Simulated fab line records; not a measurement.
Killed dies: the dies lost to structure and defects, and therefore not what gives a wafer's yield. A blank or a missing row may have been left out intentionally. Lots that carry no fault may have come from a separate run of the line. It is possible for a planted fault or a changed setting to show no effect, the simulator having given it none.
What tool caused it? | flow sfq line | Sampling: 15 lots, 44 wafers, 5 of 325 route steps

== WHAT EACH GAUGE READ, for each wafer ==
SFQ_I2_BOW_MEAS_917.
lot  | measured     | on            | I2_BOW (um)
L886 | day 23 02:46 | film metro-02 | 4 2 0
L887 | day 23 06:41 | film metro-01 | 7 4 2
L888 | day 23 14:49 | film metro-01 | 7 -3 7
L889 | day 23 17:50 | film metro-02 | 8 -1 7
L890 | day 24 02:47 | film metro-01 | 15 6 9
L892 | day 24 08:01 | film metro-02 | 9 1 4
L897 | day 34 02:50 | film metro-04 | -9 10
L898 | day 34 17:13 | film metro-02 | 3 13 10
L899 | day 35 03:49 | film metro-01 | 9 14 -5
L901 | day 35 15:48 | film metro-02 | 1 -1 1
L903 | day 38 14:10 | film metro-01 | 22 15 24
L904 | day 38 17:07 | film metro-04 | -9 -2 -11
L905 | day 39 06:47 | film metro-04 | 3 0 5
L908 | day 39 15:48 | film metro-02 | 7 -1 4
L909 | day 39 18:08 | film metro-01 | 6 -3 -10

SFQ_JJ_OVL_MEAS_931.
lot  | measured     | on         | J5_OVL (nm)
L886 | day 53 02:03 | overlay-01 | 1 -8 0
L887 | day 53 05:47 | overlay-01 | 8 7 8
L888 | day 53 06:59 | overlay-01 | -3 6 2
L889 | day 53 20:11 | overlay-01 | 4 6 13
L890 | day 53 23:47 | overlay-02 | -2 -1 0
L892 | day 54 03:23 | overlay-02 | 3 1 2
L897 | day 54 20:11 | overlay-02 | 4 3
L898 | day 56 23:47 | overlay-02 | -5 -2 -2
L899 | day 57 07:39 | overlay-02 | 12 3 13
L901 | day 57 17:15 | overlay-02 | -2 2 -1
L903 | day 60 06:35 | overlay-02 | 1 7 13
L904 | day 60 11:22 | overlay-01 | 2 -4 1
L905 | day 61 06:34 | overlay-01 | 4 0 6
L908 | day 65 08:58 | overlay-01 | 6 7 1
L909 | day 65 12:34 | overlay-02 | 11 10 10

== WHAT TOOL EACH LOT RAN ON (gives the tool, then ch and the chambers of the sampled wafers, and finally the start) ==
lot  | SFQ_TRILAYER_L0_CAP_PECVD_011  | SFQ_TRILAYER_L0_VIA_ETCH_VIA_ETCH_016 | SFQ_TRILAYER_M0_STRIP_STRIP_025
L886 | pecvd-03 ch 0,2, day 2 04:00   | rie diel-04 ch 1,2,3, day 4 23:12     | rie metal-02 ch 0,1, day 5 15:04
L887 | pecvd-04 ch 0,1,2, day 2 06:54 | rie diel-02 ch 0,1,2, day 5 01:36     | rie metal-03 ch 0,1, day 5 18:40
L888 | pecvd-03 ch 0,1, day 2 11:42   | rie diel-03 ch 0,1,3, day 5 05:12     | rie metal-04 ch 0,1, day 5 22:16
L889 | pecvd-04 ch 1,2, day 2 17:42   | rie diel-03 ch 0,2,3, day 5 13:36     | rie metal-02 ch 0,1, day 6 05:40
L890 | pecvd-02 ch 0,1, day 2 22:30   | rie diel-03 ch 2,3, day 5 18:24       | rie metal-03 ch 0,1, day 6 16:13
L892 | pecvd-02 ch 0,1,2, day 3 09:18 | rie diel-02 ch 1,2,3, day 6 08:48     | rie metal-03 ch 0,1, day 7 09:19
L897 | pecvd-02 ch 0,2, day 4 12:07   | rie diel-04 ch 0,2, day 9 07:41       | rie metal-04 ch 1, day 10 02:08
L898 | pecvd-02 ch 1,2, day 4 18:07   | rie diel-02 ch 0,2, day 9 13:41       | rie metal-03 ch 0,1, day 10 08:08
L899 | pecvd-02 ch 0,1, day 4 21:43   | rie diel-04 ch 1,3, day 9 19:41       | rie metal-04 ch 0,1, day 10 15:32
L901 | pecvd-03 ch 0,2, day 5 09:43   | rie diel-04 ch 1,2, day 10 06:30      | rie metal-03 ch 1, day 11 03:43
L903 | pecvd-04 ch 0,1,2, day 5 18:18 | rie diel-02 ch 1,2,3, day 10 16:05    | rie metal-04 ch 0,1, day 12 05:29
L904 | pecvd-03 ch 0,1,2, day 6 00:07 | rie diel-02 ch 0,2,3, day 10 20:54    | rie metal-02 ch 0, day 12 09:04
L905 | pecvd-04 ch 0,1, day 6 02:31   | rie diel-03 ch 2,3, day 11 01:15      | rie metal-04 ch 0,1, day 12 14:53
L908 | pecvd-04 ch 1,2, day 7 00:11   | rie diel-03 ch 0,2,3, day 11 21:38    | rie metal-04 ch 0,1, day 13 10:05
L909 | pecvd-03 ch 0,1, day 7 08:34   | rie diel-04 ch 0,1,3, day 12 04:51    | rie metal-03 ch 0,1, day 13 15:00
- SFQ_TRILAYER_L0_CAP_PECVD_011: deposits SiO2 from SiH4/N2O, time 13.333 s, target thk 60 nm.
- SFQ_TRILAYER_L0_VIA_ETCH_VIA_ETCH_016: etches SiO2 in CHF3, stops on MoNx KI, target depth 80 nm.
- SFQ_TRILAYER_M0_STRIP_STRIP_025: strips in O2.

== AS READ BY THE TOOLS THEMSELVES (means over the sampled wafers that have a number; for cases with no such wafer, the mark the record gives instead) ==
SFQ_TRILAYER_L0_CAP_PECVD_011.
lot  | tool     | heater power w (W) | throttle valve pct (%)
L886 | pecvd-03 | 76                 | 25.8
L887 | pecvd-04 | 97                 | 25.5
L888 | pecvd-03 | 75                 | 26.3
L889 | pecvd-04 | 97                 | 25.0
L890 | pecvd-02 | 91                 | 24.0
L892 | pecvd-02 | 89                 | 24.3
L897 | pecvd-02 | 100                | 24.1
L898 | pecvd-02 | 82                 | 24.6
L899 | pecvd-02 | 87                 | 24.4
L901 | pecvd-03 | 78                 | 25.8
L903 | pecvd-04 | 91                 | 25.8
L904 | pecvd-03 | 74                 | 26.2
L905 | pecvd-04 | 89                 | 26.0
L908 | pecvd-04 | 92                 | 25.5
L909 | pecvd-03 | 83                 | 25.8

SFQ_TRILAYER_L0_VIA_ETCH_VIA_ETCH_016.
lot  | tool        | chamber pressure mTorr (mTorr) | drypump motor current A (A) | oes product au (a.u.)
L886 | rie diel-04 | 30.016                         | 6.0                         | 0.850
L887 | rie diel-02 | 29.999                         | 5.6                         | 0.844
L888 | rie diel-03 | 29.980                         | 5.6                         | 0.847
L889 | rie diel-03 | 29.984                         | 5.6                         | 0.845
L890 | rie diel-03 | 30.020                         | 5.6                         | 0.836
L892 | rie diel-02 | 30.002                         | 5.4                         | 0.841
L897 | rie diel-04 | 29.980                         | 5.5                         | 0.804
L898 | rie diel-02 | 30.000                         | 5.9                         | 0.812
L899 | rie diel-04 | 30.021                         | 6.3                         | 0.813
L901 | rie diel-04 | 29.987                         | 6.0                         | 0.842
L903 | rie diel-02 | 30.026                         | 5.4                         | 0.844
L904 | rie diel-02 | 29.966                         | 5.9                         | 0.843
L905 | rie diel-03 | 29.991                         | 6.1                         | 0.844
L908 | rie diel-03 | 29.984                         | 5.6                         | 0.852
L909 | rie diel-04 | 30.004                         | 6.0                         | 0.845

SFQ_TRILAYER_M0_STRIP_STRIP_025.
lot  | tool         | chamber pressure mTorr (mTorr) | drypump motor current A (A) | oes product au (a.u.)
L886 | rie metal-02 | 49.98                          | 5.9                         | 0.997
L887 | rie metal-03 | 50.01                          | 5.3                         | 0.996
L888 | rie metal-04 | 50.09                          | 5.2                         | 1.003
L889 | rie metal-02 | 49.98                          | 5.9                         | 0.996
L890 | rie metal-03 | 50.00                          | 5.6                         | 0.995
L892 | rie metal-03 | 49.97                          | 5.3                         | 0.993
L897 | rie metal-04 | 49.99                          | 5.0                         | 0.988
L898 | rie metal-03 | 49.98                          | 5.7                         | 1.002
L899 | rie metal-04 | 49.98                          | 5.1                         | 1.002
L901 | rie metal-03 | 50.02                          | 4.9                         | 0.993
L903 | rie metal-04 | 50.01                          | 5.2                         | 1.002
L904 | rie metal-02 | 50.00                          | 6.4                         | 0.993
L905 | rie metal-04 | 50.03                          | 5.2                         | 1.003
L908 | rie metal-04 | 50.00                          | 5.1                         | 1.007
L909 | rie metal-03 | 50.00                          | 5.7                         | 0.994

== THE ANSWER, worked out from the rows above alone ==
Rule: usual is defined by the lots themselves. The widest of any qualifying gaps counts: lots, ordered by their means at a reading, are off when they make up no more than a third of the lots, leave a main group of 4 or more, and stand apart from it by 3 or more times the standard deviation of that group's means. Not used: any main group whose means are identical at the precision the tables above print for the reading. Also off: a lot with no number at a reading for which 4 or more lots have one. Where the step has rows for the other lots, those lots are counted as sound. After the gauges, taken in route order, come the tools' own readings; for these a lot's mean is taken, as printed above. At the first step where some lot is off, the reading lying furthest off is the one used; lots without a number count as furthest.
Off: L897, L898, L899 (SFQ_TRILAYER_L0_VIA_ETCH_VIA_ETCH_016, oes product au). Main group: mean 0.844 a.u., sd 0.0039.
If a tool, at that step or one of the process steps before it, ran each lot that is off and ran no sound lot following the first of them, it fits. One fits: pecvd-02 at SFQ_TRILAYER_L0_CAP_PECVD_011. A fault onset in the window from L892 (day 3 09:18, its last sound lot) to L897 (day 4 12:07, its first lot off) fits.

== WHAT HAD BEEN PUT IN BY THE SIMULATOR ==
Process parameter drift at SFQ_TRILAYER_L0_CAP_PECVD_011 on pecvd-02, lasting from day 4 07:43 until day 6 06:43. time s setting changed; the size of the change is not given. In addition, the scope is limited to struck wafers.
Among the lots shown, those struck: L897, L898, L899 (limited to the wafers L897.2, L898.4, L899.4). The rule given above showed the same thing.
